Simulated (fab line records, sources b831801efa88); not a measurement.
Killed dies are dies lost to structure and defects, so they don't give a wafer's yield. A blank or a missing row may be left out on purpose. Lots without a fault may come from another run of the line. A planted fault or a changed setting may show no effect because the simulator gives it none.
Chamber matching | flow gf180mcu | GF_V3_CVD_02 on pecvd-03: 3 sister chambers
The step deposits SiO2 from TEOS, target thk 850 nm, time 94.851 s. 6 wafers are shown with their chamber, then 7 later ones without.

WAFERS WITH THEIR CHAMBER
wafer  | chamber | heater_power_w (W) | run_length_s (s)
L359.4 | 0       | 711                | 122.4
L360.1 | 0       | 662                | 122.6
L360.2 | 1       | 642                | 122.8
L360.3 | 2       | 780                | 122.9
L362.4 | 1       | 648                | 122.8
L362.5 | 2       | 769                | 123.1

WAFERS WITHOUT THEIR CHAMBER
wafer  | heater_power_w (W) | run_length_s (s)
L362.6 | 733                | 122.0
L366.1 | 698                | 122.1
L366.3 | 675                | 123.1
L366.4 | 741                | 122.3
L374.4 | 647                | 122.9
L376.1 | 728                | 123.3
L376.6 | 713                | 122.0

WHICH CHAMBER EACH WENT THROUGH
wafer  | from the rows above     | in truth
L362.6 | 0                       | 0
L366.1 | 0                       | 0
L366.3 | can't be placed: 1 or 2 | 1
L366.4 | 0                       | 0
L374.4 | 1                       | 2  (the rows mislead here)
L376.1 | 2                       | 2
L376.6 | 0                       | 0
Placed correctly: 5 of 7. Can't be placed from these rows: 1 (the true chamber is among the candidates in 1). Placed wrongly: 1.
How it was worked out, from the rows above alone: a wafer's distance from a chamber is the root of the sum, over the readings, of the square of ((its reading less the chamber's mean) divided by the reading's scatter). The wafer belongs to the nearest chamber; if the next one is less than 2 further off, it can't be placed. A chamber's mean is the mean of its shown wafers. The scatter: the root of (the sum of the squares of (reading less its chamber's mean) over the shown wafers, divided by (wafers less chambers)).
